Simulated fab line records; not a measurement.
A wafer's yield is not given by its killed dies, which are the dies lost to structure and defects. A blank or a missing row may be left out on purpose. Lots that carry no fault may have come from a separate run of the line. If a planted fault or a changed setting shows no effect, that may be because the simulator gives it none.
Chamber matching | flow sky130 | SKY_LI_CONTACT_CMP_02 on cmp-02: 4 sister chambers
The step polishes PSG. 4 wafers are shown with their chamber, then 7 later ones without.

== WAFERS WITH THEIR CHAMBER ==
wafer  | chamber | motor_current_A (A)
L113.1 | 0       | 10.5
L113.2 | 3       | 10.1
L115.1 | 1       | 12.7
L115.2 | 2       | 9.8

== WAFERS WHOSE CHAMBER IS MISSING ==
wafer  | motor_current_A (A)
L115.5 | 9.4
L117.3 | 10.4
L117.4 | 11.5
L117.6 | 9.3
L118.2 | 10.4
L118.3 | 10.0
L118.5 | 9.8

== WHICH CHAMBER EACH ONE RAN IN ==
wafer  | from the rows above               | in truth
L115.5 | can't be placed: 2 or 3 or 0      | 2
L117.3 | can't be placed: 0 or 3 or 2      | 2
L117.4 | can't be placed: 0 or 1 or 3 or 2 | 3
L117.6 | can't be placed: 2 or 3 or 0      | 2
L118.2 | can't be placed: 0 or 3 or 2      | 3
L118.3 | can't be placed: 3 or 2 or 0      | 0
L118.5 | can't be placed: 2 or 3 or 0      | 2
0 of 7 placed correctly. Not placeable from these rows: 7 (in 7, the candidates include the true chamber). Number placed wrongly: 0.
How it was worked out, from the rows above alone: a wafer's distance from a chamber is the root of the sum, over the readings, of the square of ((its reading less the chamber's mean) divided by the reading's scatter). The wafer belongs to the nearest chamber; if the next one is less than 2 further off, it can't be placed. For every chamber, the mean is computed from those of its wafers that are shown. The scatter: with one shown wafer a chamber, the root of the mean of the squares of how far each hidden wafer lies from its nearest shown one.
